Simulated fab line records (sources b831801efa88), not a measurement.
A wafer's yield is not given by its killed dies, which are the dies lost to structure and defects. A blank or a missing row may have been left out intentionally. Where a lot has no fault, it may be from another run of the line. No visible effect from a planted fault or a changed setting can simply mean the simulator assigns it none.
fab line records	flow sky130
[record] lots = 24	wafers = 72	last-day = 50
route steps=708 shown FIELD_ISO@1 PWDE@52 GATE_OXIDE@197 LDD_N@254 LI_CONTACT@364 CONTACT@411
lots that met no fault: taken from a fault-free run of the same line
start-h: the number of hours between the record's first day and the start of the first shown wafer of the lot	wait-h: time in hours since the lot's previous step	" same as the row above	L1.1+2: one row covering several wafers at once	- no value present, or no start provided	* or withheld: withheld	< > ~ a bound
route shown NAME@n: NAME is a module with steps in the file, n the number in the route of the first one	usual: mean/standard deviation taken from wafers without a fault	same: alike in all rows	chamber/n: place in a boat	sites: per-site readings	_std_site: how widely they spread, as a standard deviation	_edge_site: the outer-site mean with the inner-site mean subtracted	radius-mm: how far each site lies from the wafer's centre	mask NAME#n: copy n	behind: the last tool/chamber to shape the wafer	hold: what put the lot on hold/how long, in hours/how the hold closed	device: which transistor (n, p or np) failed to switch	end of line: the same wafers' tests at the end of the route	step lacking rows: just its recipe	killed: count of dies lost to structure and defects at first sort (not the wafer's yield)	map: the dies of a wafer, with x for killed, . for not killed, _ for no die there
set.NAME: setting as actually run; set.NAME@STEP: the setting as run at that earlier step	model.NAME: the simulator's own value behind a step, which no gauge read
steps of the route over a sample of lots; a table a step, a row a wafer
services: a tool's chamber out of use, with start hour (start-h, from the record's first day; less than 0 if before it), hours out, and reason
[[steps]]
[step SKY_FIELD_ISO_BOW_MEAS_00]
[recipe] mode = bow
[usual] INCOMING_BOW = 1/6.1
lot.wafer	tool	chamber	start-h	wait-h	INCOMING_BOW[um]
L074.1	film-metro-02	-	10.00	-	-1
L074.2	"	-	"	"	5
L074.3	"	-	"	"	3
L075.3	film-metro-01	-	15.04	-	0
L075.5	"	-	"	"	5
L075.6	"	-	"	"	-3
L076.1	film-metro-02	-	20.00	-	-8
L076.2	"	-	"	"	-11
L076.6	"	-	"	"	-2
L077.2	film-metro-04	-	25.02	-	0
L077.4	"	-	"	"	-8
L077.6	"	-	"	"	7
L078.3	film-metro-02	-	30.04	-	4
L078.4	"	-	"	"	4
L078.6	"	-	"	"	4
L079.2	film-metro-01	-	35.02	-	5
L079.3	"	-	"	"	-6
L079.5	"	-	"	"	5
L080.1	film-metro-02	-	40.00	-	4
L080.3	"	-	"	"	4
L080.6	"	-	"	"	5
L081.1	film-metro-01	-	45.00	-	-4
L081.4	"	-	"	"	5
L081.5	"	-	"	"	5
L082.1	film-metro-01	-	50.00	-	13
L082.2	"	-	"	"	9
L082.4	"	-	"	"	2
L083.3	film-metro-02	-	55.04	-	-2
L083.5	"	-	"	"	3
L083.6	"	-	"	"	-7
L084.1	film-metro-01	-	60.00	-	13
L084.2	"	-	"	"	-10
L084.5	"	-	"	"	12
L085.3	film-metro-04	-	65.04	-	-12
L085.4	"	-	"	"	3
L085.6	"	-	"	"	6
L086.1	film-metro-01	-	70.00	-	10
L086.4	"	-	"	"	8
L086.6	"	-	"	"	-8
L087.1	film-metro-04	-	75.00	-	-1
L087.3	"	-	"	"	-3
L087.6	"	-	"	"	-5
L088.3	film-metro-04	-	80.04	-	-3
L088.5	"	-	"	"	-12
L088.6	"	-	"	"	-4
L089.3	film-metro-01	-	85.04	-	6
L089.5	"	-	"	"	-3
L089.6	"	-	"	"	2
L090.1	film-metro-02	-	90.00	-	-1
L090.5	"	-	"	"	-1
L090.6	"	-	"	"	3
L091.1	film-metro-02	-	95.00	-	4
L091.5	"	-	"	"	5
L091.6	"	-	"	"	-10
L092.1	film-metro-01	-	100.00	-	6
L092.3	"	-	"	"	-12
L092.4	"	-	"	"	1
L093.3	film-metro-01	-	105.04	-	10
L093.4	"	-	"	"	-1
L093.6	"	-	"	"	8
L094.3	film-metro-04	-	110.04	-	3
L094.4	"	-	"	"	-7
L094.6	"	-	"	"	-2
L095.1	film-metro-01	-	115.00	-	-3
L095.5	"	-	"	"	-2
L095.6	"	-	"	"	-7
L096.1	film-metro-04	-	120.00	-	0
L096.2	"	-	"	"	1
L096.5	"	-	"	"	13
L097.1	film-metro-01	-	125.00	-	0
L097.4	"	-	"	"	5
L097.5	"	-	"	"	8
[step SKY_PWDE_OVL_MEAS_07]
[usual] PWDE_OVL = 0.2/1.4
lot.wafer	tool	chamber	start-h	wait-h	PWDE_OVL[nm]
L074.1	overlay-02	-	66.59	-	1.7
L074.2	"	-	"	"	0.1
L074.3	"	-	"	"	1.2
L075.3	overlay-01	-	71.05	-	0.1
L075.5	"	-	"	"	-0.8
L075.6	"	-	"	"	0.6
L076.1	overlay-02	-	83.97	-	0.9
L076.2	"	-	"	"	2.4
L076.6	"	-	"	"	1.9
L077.2	overlay-02	-	88.48	-	-0.4
L077.4	"	-	"	"	0.1
L077.6	"	-	"	"	0.3
L078.3	overlay-02	-	94.79	-	1.1
L078.4	"	-	"	"	2.3
L078.6	"	-	"	"	1.3
L079.2	overlay-01	-	99.15	-	-0.9
L079.3	"	-	"	"	-2.2
L079.5	"	-	"	"	0.2
L080.1	overlay-02	-	104.62	-	3.1
L080.3	"	-	"	"	1.8
L080.6	"	-	"	"	0.1
L081.1	overlay-02	-	107.54	-	2.2
L081.4	"	-	"	"	-1.8
L081.5	"	-	"	"	2.1
L082.1	overlay-01	-	114.24	-	0.3
L082.2	"	-	"	"	0.0
L082.4	"	-	"	"	-1.5
L083.3	overlay-01	-	118.85	-	-2.3
L083.5	"	-	"	"	-1.7
L083.6	"	-	"	"	-2.2
L084.1	overlay-01	-	124.29	-	-0.2
L084.2	"	-	"	"	-0.8
L084.5	"	-	"	"	0.5
L085.3	overlay-02	-	132.40	-	2.1
L085.4	"	-	"	"	2.1
L085.6	"	-	"	"	2.2
L086.1	overlay-01	-	135.49	-	-0.7
L086.4	"	-	"	"	-0.6
L086.6	"	-	"	"	-0.2
L087.1	overlay-01	-	139.49	-	1.1
L087.3	"	-	"	"	-1.8
L087.6	"	-	"	"	-2.8
L088.3	overlay-02	-	144.60	-	1.1
L088.5	"	-	"	"	0.6
L088.6	"	-	"	"	1.7
L089.3	overlay-01	-	152.89	-	-0.6
L089.5	"	-	"	"	-1.0
L089.6	"	-	"	"	1.1
L090.1	overlay-02	-	161.97	-	-1.2
L090.5	"	-	"	"	1.1
L090.6	"	-	"	"	-0.6
L091.1	overlay-01	-	164.42	-	-0.8
L091.5	"	-	"	"	-0.4
L091.6	"	-	"	"	-2.1
L092.1	overlay-02	-	168.49	-	0.7
L092.3	"	-	"	"	-0.4
L092.4	"	-	"	"	-0.4
L093.3	overlay-01	-	176.95	-	-1.6
L093.4	"	-	"	"	1.0
L093.6	"	-	"	"	0.8
L094.3	overlay-02	-	181.78	-	-0.2
L094.4	"	-	"	"	0.9
L094.6	"	-	"	"	1.7
L095.1	overlay-02	-	187.24	-	-1.0
L095.5	"	-	"	"	0.1
L095.6	"	-	"	"	0.3
L096.1	overlay-01	-	189.64	-	-3.1
L096.2	"	-	"	"	-1.2
L096.5	"	-	"	"	-1.0
L097.1	overlay-01	-	198.04	-	-0.3
L097.4	"	-	"	"	1.5
L097.5	"	-	"	"	0.5
[step SKY_GATE_OXIDE_OVL_MEAS_10]
[usual] GATE_OXIDE_OVL = -0.7/1.5
lot.wafer	tool	chamber	start-h	wait-h	GATE_OXIDE_OVL[nm]
L074.1	overlay-02	-	300.29	0.1	0.2
L074.2	"	-	"	"	1.5
L074.3	"	-	"	"	-1.0
L075.3	overlay-02	-	310.70	0.1	0.9
L075.5	"	-	"	"	0.1
L075.6	"	-	"	"	0.4
L077.2	overlay-01	-	335.10	0.1	-1.1
L077.4	"	-	"	"	-1.9
L077.6	"	-	"	"	-1.7
L076.1	overlay-01	-	335.40	0.1	-2.3
L076.2	"	-	"	"	-3.8
L076.6	"	-	"	"	-0.5
L078.3	overlay-02	-	367.86	0.1	0.4
L078.4	"	-	"	"	0.3
L078.6	"	-	"	"	0.6
L079.2	overlay-01	-	369.63	0.1	-0.5
L079.3	"	-	"	"	-1.7
L079.5	"	-	"	"	-2.3
L080.1	overlay-01	-	369.92	0.1	-0.7
L080.3	"	-	"	"	-0.3
L080.6	"	-	"	"	-0.8
L081.1	overlay-01	-	370.14	0.1	-2.7
L081.4	"	-	"	"	-1.8
L081.5	"	-	"	"	-1.7
L082.1	overlay-01	-	378.24	0.1	-3.0
L082.2	"	-	"	"	-3.2
L082.4	"	-	"	"	-3.3
L083.3	overlay-01	-	380.75	0.1	-2.4
L083.5	"	-	"	"	-2.0
L083.6	"	-	"	"	-1.4
L084.1	overlay-01	-	400.45	0.1	-1.2
L084.2	"	-	"	"	-3.0
L084.5	"	-	"	"	0.7
L085.3	overlay-01	-	402.45	0.1	-1.2
L085.4	"	-	"	"	-0.7
L085.6	"	-	"	"	1.2
L086.1	overlay-01	-	407.69	0.1	-2.9
L086.4	"	-	"	"	-0.1
L086.6	"	-	"	"	-0.2
L087.1	overlay-01	-	413.44	0.1	-0.9
L087.3	"	-	"	"	-1.1
L087.6	"	-	"	"	-0.9
L088.3	overlay-02	-	422.18	0.1	-0.3
L088.5	"	-	"	"	-0.6
L088.6	"	-	"	"	-1.1
L089.3	overlay-01	-	431.56	0.1	-1.1
L089.5	"	-	"	"	0.6
L089.6	"	-	"	"	-1.3
L090.1	overlay-02	-	446.22	0.1	0.1
L090.5	"	-	"	"	-0.1
L090.6	"	-	"	"	1.4
L091.1	overlay-01	-	451.47	0.1	-2.1
L091.5	"	-	"	"	-1.4
L091.6	"	-	"	"	-2.1
L092.1	overlay-01	-	458.35	0.1	1.4
L092.3	"	-	"	"	1.9
L092.4	"	-	"	"	1.1
L093.3	overlay-02	-	470.01	0.1	-0.1
L093.4	"	-	"	"	1.4
L093.6	"	-	"	"	-1.8
L094.3	overlay-02	-	475.56	0.1	1.6
L094.4	"	-	"	"	0.0
L094.6	"	-	"	"	-1.3
L095.1	overlay-02	-	480.47	0.1	2.8
L095.5	"	-	"	"	2.9
L095.6	"	-	"	"	1.0
L096.1	overlay-02	-	487.00	0.1	1.2
L096.2	"	-	"	"	2.2
L096.5	"	-	"	"	-1.1
L097.1	overlay-02	-	495.15	0.1	-1.7
L097.4	"	-	"	"	-0.9
L097.5	"	-	"	"	-1.9
[step SKY_LDD_N_TW_MEAS_17]
[usual] LDD_N_TW = 2561/18
lot.wafer	tool	chamber	start-h	wait-h	LDD_N_TW
L074.1	film-metro-04	-	400.38	0.1	2599
L074.2	"	-	"	"	2616
L074.3	"	-	"	"	2586
L075.3	film-metro-01	-	405.73	0.1	2541
L075.5	"	-	"	"	2553
L075.6	"	-	"	"	2558
L076.1	film-metro-04	-	430.22	0.1	2574
L076.2	"	-	"	"	2581
L076.6	"	-	"	"	2565
L077.2	film-metro-01	-	433.37	0.1	2540
L077.4	"	-	"	"	2546
L077.6	"	-	"	"	2540
L078.3	film-metro-02	-	466.84	0.1	2539
L078.4	"	-	"	"	2533
L078.6	"	-	"	"	2551
L080.1	film-metro-01	-	470.36	0.1	2557
L080.3	"	-	"	"	2552
L080.6	"	-	"	"	2551
L079.2	film-metro-02	-	470.44	0.1	2545
L079.3	"	-	"	"	2544
L079.5	"	-	"	"	2544
L081.1	film-metro-04	-	471.56	0.1	2567
L081.4	"	-	"	"	2585
L081.5	"	-	"	"	2575
L082.1	film-metro-01	-	478.78	0.1	2560
L082.2	"	-	"	"	2548
L082.4	"	-	"	"	2561
L083.3	film-metro-01	-	484.09	0.1	2561
L083.5	"	-	"	"	2544
L083.6	"	-	"	"	2556
L084.1	film-metro-01	-	502.13	0.1	2555
L084.2	"	-	"	"	2548
L084.5	"	-	"	"	2549
L085.3	film-metro-01	-	503.23	0.1	2550
L085.4	"	-	"	"	2550
L085.6	"	-	"	"	2536
L086.1	film-metro-01	-	508.58	0.1	2555
L086.4	"	-	"	"	2541
L086.6	"	-	"	"	2550
L087.1	film-metro-02	-	516.52	0.1	2551
L087.3	"	-	"	"	2544
L087.6	"	-	"	"	2564
L088.3	film-metro-04	-	522.63	0.1	2595
L088.5	"	-	"	"	2597
L088.6	"	-	"	"	2607
L089.3	film-metro-02	-	530.54	0.1	2547
L089.5	"	-	"	"	2542
L089.6	"	-	"	"	2558
L090.1	film-metro-02	-	545.72	0.1	2546
L090.5	"	-	"	"	2552
L090.6	"	-	"	"	2552
L091.1	film-metro-01	-	552.92	0.1	2550
L091.5	"	-	"	"	2555
L091.6	"	-	"	"	2550
L092.1	film-metro-02	-	557.18	0.1	2575
L092.3	"	-	"	"	2575
L092.4	"	-	"	"	2573
L093.3	film-metro-02	-	568.70	0.1	2564
L093.4	"	-	"	"	2569
L093.6	"	-	"	"	2562
L094.3	film-metro-02	-	575.33	0.1	2567
L094.4	"	-	"	"	2576
L094.6	"	-	"	"	2564
L095.1	film-metro-02	-	579.41	0.1	2538
L095.5	"	-	"	"	2533
L095.6	"	-	"	"	2549
L096.1	film-metro-04	-	585.68	0.1	2586
L096.2	"	-	"	"	2594
L096.5	"	-	"	"	2580
L097.1	film-metro-04	-	595.12	0.1	2586
L097.4	"	-	"	"	2584
L097.5	"	-	"	"	2584
[step SKY_LI_CONTACT_CMP_02]
[recipe] material = PSG	down-force-psi = 4	platen-rpm = 60	pad-velocity-m-s = 0.94248
[usual] edge-zone-pressure-frac = 0.999/0.0045	motor-current-A = 11.9/1.1	platen-rpm = 60.00/0.04	slurry-filter-dp-kPa = 13.52/0.14	time-to-endpoint-s = 32.3/2.7
lot.wafer	tool	chamber	start-h	wait-h	edge-zone-pressure-frac	motor-current-A	platen-rpm	slurry-filter-dp-kPa	time-to-endpoint-s
L074.2	cmp-01	0	645.77	0.0	1.002	12.7	59.90	13.41	36.1
L074.3	"	2	"	"	0.999	12.8	60.00	13.39	35.2
L074.1	"	3	"	"	0.997	9.8	60.04	13.62	37.8
L075.3	cmp-01	2	650.32	0.1	0.998	13.1	59.99	13.46	35.4
L075.6	"	0	"	"	1.006	12.7	59.97	13.42	37.2
L075.5	"	1	"	"	1.008	11.1	60.05	13.81	36.6
L076.2	cmp-01	1	672.57	0.1	1.002	11.1	59.94	13.88	31.4
L076.1	"	3	"	"	0.994	9.6	59.98	13.26	31.8
L076.6	"	1	"	"	1.000	11.2	59.99	13.54	32.5
L077.4	cmp-02	0	675.26	0.1	1.003	13.5	60.03	13.53	37.2
L077.2	"	3	"	"	0.993	12.1	59.96	13.51	31.5
L077.6	"	1	"	"	0.999	12.9	59.99	13.52	33.6
L078.3	cmp-01	0	706.80	0.1	0.996	12.7	60.00	13.68	30.6
L078.4	"	2	"	"	1.009	12.7	60.00	13.71	34.3
L078.6	"	0	"	"	0.998	12.1	60.00	13.67	33.2
L080.1	cmp-01	3	710.00	0.1	1.004	10.4	60.02	13.72	34.1
L080.3	"	1	"	"	1.003	11.0	59.92	13.45	32.5
L080.6	"	2	"	"	1.002	13.3	60.11	13.53	33.4
L081.4	cmp-01	2	710.75	0.0	1.002	11.9	60.04	13.40	27.5
L081.1	"	3	"	"	1.000	10.3	60.04	13.72	31.0
L081.5	"	3	"	"	1.002	10.4	59.95	13.48	28.7
L079.2	cmp-02	3	711.57	0.1	1.007	11.2	59.99	13.69	30.8
L079.3	"	0	"	"	0.994	13.1	59.94	13.69	33.1
L079.5	"	1	"	"	1.002	12.1	60.04	13.32	33.5
L082.1	cmp-01	3	714.82	0.1	0.993	10.4	60.03	13.53	33.6
L082.2	"	0	"	"	0.997	12.7	59.99	13.14	35.2
L082.4	"	1	"	"	0.991	11.3	59.94	13.48	32.9
L083.3	cmp-02	0	720.82	0.1	0.995	13.3	59.97	13.52	35.9
L083.5	"	3	"	"	1.005	12.4	60.01	13.60	34.3
L083.6	"	0	"	"	1.001	13.4	60.08	13.44	35.5
L085.3	cmp-02	2	738.30	0.0	0.994	13.0	60.01	13.50	34.3
L085.4	"	0	"	"	1.001	13.0	60.01	13.72	36.8
L085.6	"	2	"	"	1.004	12.1	60.02	13.79	35.6
L084.1	cmp-01	2	740.20	0.1	0.999	12.6	60.01	13.48	30.0
L084.2	"	3	"	"	1.000	10.0	59.94	13.58	30.5
L084.5	"	2	"	"	1.000	12.9	59.95	13.71	31.6
L086.1	cmp-01	1	742.66	0.1	1.001	10.9	59.94	13.32	29.7
L086.4	"	0	"	"	0.997	12.1	60.01	13.43	29.7
L086.6	"	2	"	"	0.994	13.3	59.96	13.36	33.8
L087.1	cmp-01	1	751.52	0.1	1.006	11.5	60.03	13.63	30.4
L087.3	"	0	"	"	0.999	13.0	60.00	13.77	30.4
L087.6	"	2	"	"	0.999	13.2	60.03	13.56	32.3
L088.3	cmp-01	1	755.46	0.1	1.008	11.4	59.97	13.28	28.9
L088.6	"	1	"	"	0.999	10.9	59.99	13.78	30.1
L088.5	"	2	"	"	0.996	12.8	60.03	13.46	31.8
L089.3	cmp-01	2	762.52	0.1	0.995	12.6	60.01	13.54	29.8
L089.6	"	0	"	"	1.003	12.9	59.97	13.55	30.2
L089.5	"	1	"	"	1.000	11.8	60.03	13.52	28.6
L090.1	cmp-01	3	776.57	0.1	1.010	10.1	59.99	13.61	27.4
L090.5	"	3	"	"	1.005	10.5	60.05	13.59	27.6
L090.6	"	0	"	"	1.001	12.4	60.04	13.33	29.3
L091.1	cmp-02	0	780.85	0.1	1.011	13.2	59.92	13.27	36.3
L091.6	"	2	"	"	0.991	11.8	60.02	13.56	37.1
L091.5	"	3	"	"	1.003	12.5	60.00	13.42	32.4
L092.3	cmp-01	2	788.68	0.0	1.005	12.3	59.98	13.47	32.2
L092.1	"	3	"	"	1.001	10.1	59.94	13.60	32.9
L092.4	"	1	"	"	0.999	11.6	60.09	13.51	31.3
L093.4	cmp-01	3	797.15	0.3	0.996	10.4	59.98	13.15	31.5
L093.3	"	0	"	"	0.993	13.4	60.07	13.31	29.3
L093.6	"	2	"	"	0.989	13.5	59.94	13.52	29.6
L094.3	cmp-01	0	801.02	0.1	0.996	12.6	60.05	13.47	32.4
L094.4	"	1	"	"	0.997	10.8	59.99	13.41	31.8
L094.6	"	3	"	"	0.995	10.0	59.95	13.63	32.2
L095.1	cmp-01	1	805.07	0.1	0.995	12.1	59.99	13.27	26.6
L095.6	"	0	"	"	1.000	12.9	60.05	13.44	26.1
L095.5	"	1	"	"	0.997	11.1	59.96	13.53	28.2
L096.1	cmp-01	1	812.72	0.1	0.999	11.5	59.99	13.28	33.9
L096.2	"	3	"	"	0.995	9.7	60.06	13.68	32.7
L096.5	"	1	"	"	0.992	11.3	59.98	13.53	32.4
L097.4	cmp-02	0	819.98	0.0	0.994	13.2	60.00	13.56	36.1
L097.1	"	1	"	"	1.008	12.7	59.94	13.47	30.1
L097.5	"	1	"	"	1.002	13.1	59.96	13.25	30.0
[step SKY_CONTACT_BOW_MEAS_05]
[recipe] mode = bow
[usual] CONTACT_BOW = 83/6.6
lot.wafer	tool	chamber	start-h	wait-h	CONTACT_BOW[um]
L074.1	film-metro-04	-	704.52	0.1	86
L074.2	"	-	"	"	91
L074.3	"	-	"	"	88
L075.3	film-metro-02	-	710.77	0.2	79
L075.5	"	-	"	"	86
L075.6	"	-	"	"	79
L076.1	film-metro-02	-	730.21	0.1	73
L076.2	"	-	"	"	72
L076.6	"	-	"	"	81
L077.2	film-metro-01	-	733.57	0.2	81
L077.4	"	-	"	"	72
L077.6	"	-	"	"	86
L078.3	film-metro-02	-	764.61	0.2	86
L078.4	"	-	"	"	84
L078.6	"	-	"	"	85
L080.1	film-metro-04	-	767.92	0.2	87
L080.3	"	-	"	"	87
L080.6	"	-	"	"	90
L081.1	film-metro-04	-	768.16	0.1	77
L081.4	"	-	"	"	85
L081.5	"	-	"	"	84
L079.2	film-metro-01	-	769.24	0.2	84
L079.3	"	-	"	"	73
L079.5	"	-	"	"	86
L082.1	film-metro-01	-	772.62	0.2	98
L082.2	"	-	"	"	92
L082.4	"	-	"	"	88
L083.3	film-metro-02	-	777.59	0.3	83
L083.5	"	-	"	"	88
L083.6	"	-	"	"	78
L085.3	film-metro-01	-	794.48	0.1	68
L085.4	"	-	"	"	83
L085.6	"	-	"	"	88
L084.1	film-metro-02	-	798.00	0.1	92
L084.2	"	-	"	"	69
L084.5	"	-	"	"	91
L086.1	film-metro-02	-	798.77	0.1	91
L086.4	"	-	"	"	89
L086.6	"	-	"	"	72
L087.1	film-metro-02	-	808.08	0.2	79
L087.3	"	-	"	"	76
L087.6	"	-	"	"	73
L088.3	film-metro-04	-	811.32	0.2	84
L088.5	"	-	"	"	73
L088.6	"	-	"	"	81
L089.3	film-metro-02	-	818.74	0.2	85
L089.5	"	-	"	"	76
L089.6	"	-	"	"	82
L090.1	film-metro-02	-	833.30	0.2	84
L090.5	"	-	"	"	84
L090.6	"	-	"	"	87
L091.1	film-metro-01	-	837.72	0.1	89
L091.5	"	-	"	"	88
L091.6	"	-	"	"	74
L092.1	film-metro-04	-	846.29	0.1	85
L092.3	"	-	"	"	67
L092.4	"	-	"	"	80
L093.3	film-metro-01	-	853.90	0.3	91
L093.4	"	-	"	"	81
L093.6	"	-	"	"	88
L094.3	film-metro-02	-	856.92	0.2	86
L094.4	"	-	"	"	76
L094.6	"	-	"	"	80
L095.1	film-metro-04	-	860.91	0.2	82
L095.5	"	-	"	"	85
L095.6	"	-	"	"	80
L096.1	film-metro-04	-	868.80	0.1	83
L096.2	"	-	"	"	86
L096.5	"	-	"	"	98
L097.1	film-metro-04	-	876.40	0.2	86
L097.4	"	-	"	"	89
L097.5	"	-	"	"	93
[[services]]
tool	chamber	start-h	hours	kind
cmp-01	-	641.96	0.2	repair
cmp-02	-	649.71	0.8	repair
cmp-01	-	699.72	1.4	repair
cmp-02	-	701.28	0.3	repair
cmp-01	-	716.52	6.9	pm
cmp-02	-	743.57	1.6	repair
cmp-01	-	745.76	4.0	pm
cmp-01	-	745.77	0.9	repair
cmp-01	-	749.76	-	consumable-replace:conditioner
cmp-01	-	749.76	-	consumable-replace:pad
cmp-01	-	759.12	1.3	repair
cmp-02	-	786.64	30.2	repair
cmp-02	-	804.44	1.9	repair
cmp-02	-	815.79	3.2	repair
[[key]]
fault none
